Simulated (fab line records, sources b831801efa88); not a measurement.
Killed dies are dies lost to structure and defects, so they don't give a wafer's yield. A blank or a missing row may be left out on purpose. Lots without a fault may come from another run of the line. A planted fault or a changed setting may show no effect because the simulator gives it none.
Which tool did it? | flow gf180mcu | 7 lots, 21 wafers sampled, at 1 step of a route of 602

WHAT THE GAUGES READ, wafer by wafer
GF_NWELL_OVL_MEAS_07.
lot  | measured    | on         | NWELL_OVL (nm)
L901 | day 3 13:59 | overlay-01 | 4.1 3.2 2.3
L903 | day 3 23:17 | overlay-02 | -1.3 1.1 0.1
L905 | day 4 17:01 | overlay-01 | -0.6 -1.5 -0.4
L908 | day 5 04:44 | overlay-01 | 0.1 0.2 -0.6
L912 | day 6 02:14 | overlay-01 | 1.4 1.2 1.0
L917 | day 7 05:20 | overlay-01 | 2.5 0.5 1.7
L923 | day 8 12:16 | overlay-02 | -0.4 -1.4 -0.2

WHICH TOOL RAN EACH LOT (tool, then ch and the chambers of the sampled wafers, then the start)
The record holds no process step before these readings.

THE ANSWER, worked out from the rows above alone
Rule: what is usual is taken from the lots themselves. Put in order of their means at a reading, lots are off if they are a third of the lots or fewer, leave a main group of 4 or more, and stand apart from it by a gap of 3 or more times the standard deviation of the main group's means; of several such gaps the widest counts. A main group whose means are all the same, to the digits that the tables above print for the reading, isn't used. A lot without any number at a reading at which 4 lots or more have one is off too. The other lots that the step has rows for count as sound.
No lot is off at any reading shown: from this, nothing can be told.

WHAT THE SIMULATOR HAD PUT IN
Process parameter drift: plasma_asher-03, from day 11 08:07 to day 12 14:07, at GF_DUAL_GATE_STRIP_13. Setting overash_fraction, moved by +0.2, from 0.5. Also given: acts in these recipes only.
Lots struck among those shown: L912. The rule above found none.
